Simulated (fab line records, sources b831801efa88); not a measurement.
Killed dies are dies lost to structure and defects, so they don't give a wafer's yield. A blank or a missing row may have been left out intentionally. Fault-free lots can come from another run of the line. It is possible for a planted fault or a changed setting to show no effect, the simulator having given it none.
The tool behind it: which one? -- flow gf180mcu -- 6 lots, 18 wafers sampled, at 2 steps of a route of 602

## WHAT THE GAUGES READ, wafer by wafer
GF_M3_OVL_MEAS_15.
lot,measured,on,M3_OVL (nm)
L880,day 22 21:04,overlay-02,-1 2 0
L884,day 23 16:54,overlay-02,0 6 9
L890,day 25 13:51,overlay-02,-2 -4 -3
L894,day 26 18:24,overlay-01,-10 -5 1
L896,day 27 13:19,overlay-01,-5 -1 -10
L900,day 28 13:12,overlay-02,-2 3 -2

## WHAT TOOL EACH LOT RAN ON (gives the tool, then ch and the chambers of the sampled wafers, and finally the start)
lot,GF_M3_SPUTTER_00
L880,"pvd-sputter-01, day 21 21:53"
L884,"pvd-sputter-02, day 22 17:15"
L890,"pvd-sputter-04, day 24 16:11"
L894,"pvd-sputter-01, day 25 21:22"
L896,"pvd-sputter-01, day 26 17:08"
L900,"pvd-sputter-04, day 27 17:53"
- GF_M3_SPUTTER_00: material Ti, target thk 37.5 nm, time 150 s.

## THE ANSWER, worked out from the rows above alone
Rule: the lots themselves supply what counts as usual. Put in order of their means at a reading, lots are off if they are a third of the lots or fewer, leave a main group of 4 or more, and stand apart from it by a gap of 3 or more times the standard deviation of the main group's means; of several such gaps the widest counts. A main group whose means are all the same, to the digits that the tables above print for the reading, isn't used. A lot without any number at a reading at which 4 lots or more have one is off too. Any other lot the step has rows for is counted as sound.
No lot is off at any reading shown: from this, nothing can be told.

## WHAT THE SIMULATOR HAD PUT IN
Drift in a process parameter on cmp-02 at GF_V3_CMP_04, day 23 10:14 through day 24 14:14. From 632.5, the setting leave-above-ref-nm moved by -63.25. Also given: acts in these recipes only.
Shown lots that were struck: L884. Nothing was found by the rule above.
